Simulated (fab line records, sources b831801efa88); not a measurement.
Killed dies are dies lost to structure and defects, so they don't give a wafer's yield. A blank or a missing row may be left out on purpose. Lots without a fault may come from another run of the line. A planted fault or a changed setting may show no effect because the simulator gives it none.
Chamber matching | flow sky130 | SKY_LI_CONTACT_CMP_02 on cmp-02: 4 sister chambers
The step polishes PSG. 17 wafers are shown with their chamber, then 8 later ones without.

WAFERS WITH THEIR CHAMBER
wafer  | chamber | motor_current_A (A) | slurry_flow_ml_min | time_to_endpoint_s (s)
L860.1 | 1       | 13.9                | 149.5              | 30.9
L860.4 | 2       | 12.1                | 149.6              | 31.4
L860.5 | 0       | 11.3                | 149.6              | 31.1
L862.4 | 0       | 11.6                | 150.1              | 31.6
L862.5 | 1       | 14.0                | 149.6              | 31.0
L862.6 | 2       | 12.7                | 150.2              | 29.4
L863.4 | 3       | 10.5                | 149.7              | 33.5
L863.5 | 0       | 11.8                | 150.7              | 33.9
L863.6 | 3       | 10.3                | 149.4              | 33.4
L864.3 | 3       | 10.2                | 149.5              | 32.0
L864.5 | 1       | 14.7                | 149.9              | 32.4
L864.6 | 2       | 11.8                | 149.9              | 32.5
L867.1 | 1       | 14.3                | 149.5              | 31.9
L867.5 | 2       | 12.3                | 149.6              | 31.1
L867.6 | 3       | 10.7                | 150.2              | 29.6
L870.4 | 2       | 11.8                | 150.0              | 32.9
L880.1 | 3       | 10.1                | 149.5              | 32.2

SIGNATURES (means of the wafers above)
reading            | chamber 0 | chamber 1 | chamber 2 | chamber 3 | scatter within a chamber
motor_current_A    | 11.567    | 14.225    | 12.140    | 10.360    | 0.318
slurry_flow_ml_min | 150.133   | 149.625   | 149.860   | 149.660   | 0.328
time_to_endpoint_s | 32.200    | 31.550    | 31.460    | 32.140    | 1.34
Rule: a wafer's distance from a chamber is the root of the sum, over the readings, of the square of ((its reading less the chamber's mean) divided by the reading's scatter). The wafer belongs to the nearest chamber; if the next one is less than 2 further off, it can't be placed. The scatter: the root of (the sum of the squares of (reading less its chamber's mean) over the shown wafers, divided by (wafers less chambers)).

WAFERS WITHOUT THEIR CHAMBER
wafer  | motor_current_A (A) | slurry_flow_ml_min | time_to_endpoint_s (s)
L880.3 | 11.9                | 149.6              | 31.2
L880.5 | 11.8                | 149.7              | 28.3
L881.1 | 10.5                | 149.2              | 34.0
L881.3 | 11.5                | 149.7              | 31.5
L881.6 | 12.2                | 150.2              | 34.4
L883.1 | 12.2                | 150.1              | 29.5
L883.3 | 11.9                | 149.8              | 29.1
L883.6 | 12.7                | 150.2              | 27.3

WHICH CHAMBER EACH WENT THROUGH
wafer  | from the rows above     | in truth
L880.3 | can't be placed: 2 or 0 | 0
L880.5 | can't be placed: 2 or 0 | 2
L881.1 | 3                       | 3
L881.3 | can't be placed: 0 or 2 | 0
L881.6 | can't be placed: 2 or 0 | 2
L883.1 | can't be placed: 2 or 0 | 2
L883.3 | can't be placed: 2 or 0 | 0
L883.6 | can't be placed: 2 or 0 | 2
Placed correctly: 1 of 8. Can't be placed from these rows: 7 (the true chamber is among the candidates in 7). Placed wrongly: 0.
